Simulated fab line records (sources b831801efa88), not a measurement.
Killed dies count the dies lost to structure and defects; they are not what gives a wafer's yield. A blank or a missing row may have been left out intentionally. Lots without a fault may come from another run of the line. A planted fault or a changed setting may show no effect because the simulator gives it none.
Chamber matching	flow sky130	4 sister chambers for SKY_VIA3_CMP_24 on cmp-01
The step polishes, stops on SiO2, t overpolish 20 s, target thk 0 nm. 8 wafers are shown with their chamber, then 8 later ones without.

== WAFERS PAIRED WITH THEIR CHAMBERS ==
wafer	chamber	motor current A (A)	time to endpoint s (s)
L554.5	3	8.5	89
L557.2	2	12.3	95
L557.4	0	11.4	86
L557.5	0	11.3	92
L560.1	2	12.1	97
L560.2	1	12.3	92
L560.5	3	8.6	90
L563.2	1	13.5	87

== WAFERS MISSING THEIR CHAMBER ==
wafer	motor current A (A)	time to endpoint s (s)
L563.3	12.8	95
L563.6	11.0	87
L567.1	8.2	88
L567.2	12.5	90
L567.4	11.5	86
L572.2	8.3	88
L572.3	10.9	94
L572.4	13.1	93

== THE CHAMBER EACH PASSED THROUGH ==
wafer	from the rows above	in truth
L563.3	can't be placed: 2 or 1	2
L563.6	0	0
L567.1	3	3
L567.2	can't be placed: 1 or 2 or 0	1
L567.4	0	0
L572.2	3	3
L572.3	can't be placed: 0 or 2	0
L572.4	can't be placed: 1 or 2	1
Correctly placed: 4 of 8. Can't be placed from these rows: 4 (the true chamber is among the candidates in 4). 0 placed wrongly.
How it was worked out, from the rows above alone: a wafer's distance from a chamber is the root of the sum, over the readings, of the square of ((its reading less the chamber's mean) divided by the reading's scatter). If the next closest chamber is less than 2 further off than the closest, the wafer can't be placed; otherwise it belongs to the closest. For every chamber, the mean is computed from those of its wafers that are shown. How the scatter is found: for the shown wafers, subtract from each reading the mean of its chamber, square and add these, divide the total by (wafers less chambers), then take the root.
